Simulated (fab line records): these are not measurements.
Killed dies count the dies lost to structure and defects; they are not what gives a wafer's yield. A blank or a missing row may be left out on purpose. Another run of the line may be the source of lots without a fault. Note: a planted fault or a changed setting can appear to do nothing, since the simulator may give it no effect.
The tool behind it: which one? | flow gf180mcu | 36 wafers from 12 lots sampled at 4 of the route's 602 steps

## WHAT EACH GAUGE READ, for each wafer
GF_STI_BOW_MEAS_00. Usual: INCOMING_BOW gives -1 um (standard deviation 5.8).
lot  | measured    | on           | INCOMING_BOW (um) | flag
L300 | day 1 10:02 | filmMetro-04 | -1 4 5            | 
L301 | day 1 15:00 | filmMetro-01 | 8 8 -2            | 
L303 | day 2 01:01 | filmMetro-01 | -5 -6 -2          | 
L304 | day 2 06:02 | filmMetro-01 | 4 0 -1            | 
L308 | day 3 02:02 | filmMetro-02 | 3 -8 8            | 
L312 | day 3 22:04 | filmMetro-01 | -4 -4 -4          | 
L316 | day 4 18:00 | filmMetro-02 | 2 -8 -1           | 
L317 | day 4 23:00 | filmMetro-04 | 1 -11 4           | 
L318 | day 5 04:01 | filmMetro-04 | -4 -5 -5          | 
L321 | day 5 19:00 | filmMetro-04 | -7 0 -12          | 
L322 | day 6 00:00 | filmMetro-04 | -3 -8 6           | 
L323 | day 6 05:00 | filmMetro-04 | 6 3 -8            | 

GF_LVPWELL_OVL_MEAS_07. Usual: LVPWELL_OVL gives -0.3 nm (standard deviation 1.7).
lot  | measured    | on         | LVPWELL_OVL (nm) | flag
L300 | day 3 21:14 | overlay-01 | -1.1 -2.2 -1.9   | 
L301 | day 4 02:23 | overlay-02 | -0.1 -1.0 -1.5   | 
L303 | day 4 11:30 | overlay-01 | -0.7 -1.6 -1.9   | 
L304 | day 4 20:54 | overlay-01 | -2.0 -4.1 -3.3   | 
L308 | day 5 20:18 | overlay-02 | 2.9 0.9 1.8      | 
L312 | day 6 15:22 | overlay-02 | -2.1 -0.3 0.0    | 
L316 | day 7 15:02 | overlay-02 | 2.2 0.9 0.4      | 
L317 | day 8 00:14 | overlay-01 | 0.4 -0.3 0.4     | 
L318 | day 8 01:41 | overlay-02 | 2.5 2.1 2.3      | 
L321 | day 8 20:41 | overlay-02 | -1.7 -0.8 -2.5   | 
L322 | day 9 02:32 | overlay-01 | 1.0 0.8 2.8      | 
L323 | day 9 05:50 | overlay-01 | 1.1 0.2 2.1      | 

## WHICH TOOL RAN EACH LOT (tool, then ch and the chambers of the sampled wafers, then the start)
lot  | GF_STI_ETCH_14                 | GF_STI_STRIP_15
L300 | rieSi-02 ch 0,1, day 2 01:29   | plasmaAsher-02 ch 0,1, day 2 01:35
L301 | rieSi-01 ch 2,3, day 2 06:41   | plasmaAsher-03 ch 0,1, day 2 06:45
L303 | rieSi-01 ch 0,1,3, day 2 16:47 | plasmaAsher-03 ch 0,1, day 2 16:51
L304 | rieSi-01 ch 0,3, day 2 23:38   | plasmaAsher-03 ch 0,1, day 2 23:45
L308 | rieSi-02 ch 0,2,3, day 3 20:26 | plasmaAsher-02 ch 0,1, day 3 20:33
L312 | rieSi-02 ch 2,3, day 4 15:05   | plasmaAsher-03 ch 0,1, day 4 15:12
L316 | rieSi-01 ch 0,3, day 5 11:43   | plasmaAsher-01 ch 0,1, day 5 11:48
L317 | rieSi-01 ch 0,1,3, day 5 18:13 | plasmaAsher-01 ch 0,1, day 5 18:18
L318 | rieSi-01 ch 0,1, day 5 21:11   | plasmaAsher-02 ch 0,1, day 5 21:16
L321 | rieSi-01 ch 0,1,3, day 6 14:38 | plasmaAsher-02 ch 0,1, day 6 14:42
L322 | rieSi-02 ch 2,3, day 6 19:44   | plasmaAsher-01 ch 0,1, day 6 19:49
L323 | rieSi-01 ch 1,2,3, day 6 23:46 | plasmaAsher-01 ch 0,1, day 6 23:51
- GF_STI_ETCH_14: etches Si in HBr/Cl2/O2, target depth 360 nm, time 102.9 s.
- GF_STI_STRIP_15: strips in O2/N2.

## WHAT THE TOOLS THEMSELVES READ (means of the sampled wafers that have a number; where no wafer has one, the mark that the record gives instead)
GF_STI_ETCH_14. Usual: drypumpMotorCurrentA 5.6 A, standard deviation 0.37; oesProductAu 0.999 a.u., standard deviation 0.0098; runLengthS 131.3 s, standard deviation 0.52; throttleValvePct 25.656 %, standard deviation 0.01.
lot  | tool     | drypumpMotorCurrentA (A) | oesProductAu (a.u.) | runLengthS (s) | throttleValvePct (%) | flag
L300 | rieSi-02 | 5.7                      | 1.001               | 131.4          | 25.647               | 
L301 | rieSi-01 | 5.7                      | 0.994               | 131.5          | 25.656               | 
L303 | rieSi-01 | 5.6                      | 1.000               | 131.2          | 25.655               | 
L304 | rieSi-01 | 5.3                      | 0.997               | 131.3          | 25.652               | 
L308 | rieSi-02 | 5.4                      | 0.998               | 149.3          | 25.658               | OFF
L312 | rieSi-02 | 5.5                      | 0.983               | 149.0          | 25.669               | OFF
L316 | rieSi-01 | 5.3                      | 0.991               | 131.1          | 25.665               | 
L317 | rieSi-01 | 5.6                      | 1.004               | 131.2          | 25.650               | 
L318 | rieSi-01 | 5.6                      | 1.006               | 131.1          | 25.641               | 
L321 | rieSi-01 | 5.6                      | 1.003               | 131.1          | 25.653               | 
L322 | rieSi-02 | 5.5                      | 0.996               | 130.8          | 25.655               | 
L323 | rieSi-01 | 5.9                      | 1.007               | 131.3          | 25.654               | 

GF_STI_STRIP_15. Usual: drypumpMotorCurrentA 6.0 A, standard deviation 0.31; heaterPowerW 338 W, standard deviation 47; oesProductAu 0.383 a.u., standard deviation 0.0051; stripTimeToEndpointS 3.70 s, standard deviation 0.052.
lot  | tool           | drypumpMotorCurrentA (A) | heaterPowerW (W) | oesProductAu (a.u.) | stripTimeToEndpointS (s) | flag
L300 | plasmaAsher-02 | 5.7                      | 327              | 0.384               | 3.76                     | 
L301 | plasmaAsher-03 | 6.1                      | 325              | 0.375               | 3.64                     | 
L303 | plasmaAsher-03 | 6.1                      | 324              | 0.380               | 3.67                     | 
L304 | plasmaAsher-03 | 5.9                      | 313              | 0.378               | 3.62                     | 
L308 | plasmaAsher-02 | 5.9                      | 339              | 0.375               | 3.44                     | OFF
L312 | plasmaAsher-03 | 6.1                      | 321              | 0.375               | 3.53                     | OFF
L316 | plasmaAsher-01 | 6.2                      | 334              | 0.390               | 3.80                     | 
L317 | plasmaAsher-01 | 6.2                      | 383              | 0.385               | 3.69                     | 
L318 | plasmaAsher-02 | 5.7                      | 330              | 0.383               | 3.69                     | 
L321 | plasmaAsher-02 | 5.7                      | 330              | 0.387               | 3.76                     | 
L322 | plasmaAsher-01 | 6.2                      | 383              | 0.381               | 3.74                     | 
L323 | plasmaAsher-01 | 6.2                      | 334              | 0.381               | 3.68                     | 

## THE ANSWER, worked out from the rows above alone
Rule: a lot counts as off when the mean over its wafers that have a number is more than 3 standard deviations away from the usual mean. A lot without any number at a reading at which 4 lots or more have one is off too. All remaining lots with rows at the step are treated as sound. The gauges are gone through in route order, then the tools' own readings, and for those a lot's mean is taken as printed above. At the first step where some lot is off, the reading lying furthest off is the one used; lots without a number count as furthest.
Off, at GF_STI_ETCH_14 on runLengthS: L308, L312.
A tool fits if, at that step or a process step before it, it ran every lot that is off, and no sound lot after the first of them. Not one of the candidates tried fits.

## WHAT WAS PUT IN BY THE SIMULATOR
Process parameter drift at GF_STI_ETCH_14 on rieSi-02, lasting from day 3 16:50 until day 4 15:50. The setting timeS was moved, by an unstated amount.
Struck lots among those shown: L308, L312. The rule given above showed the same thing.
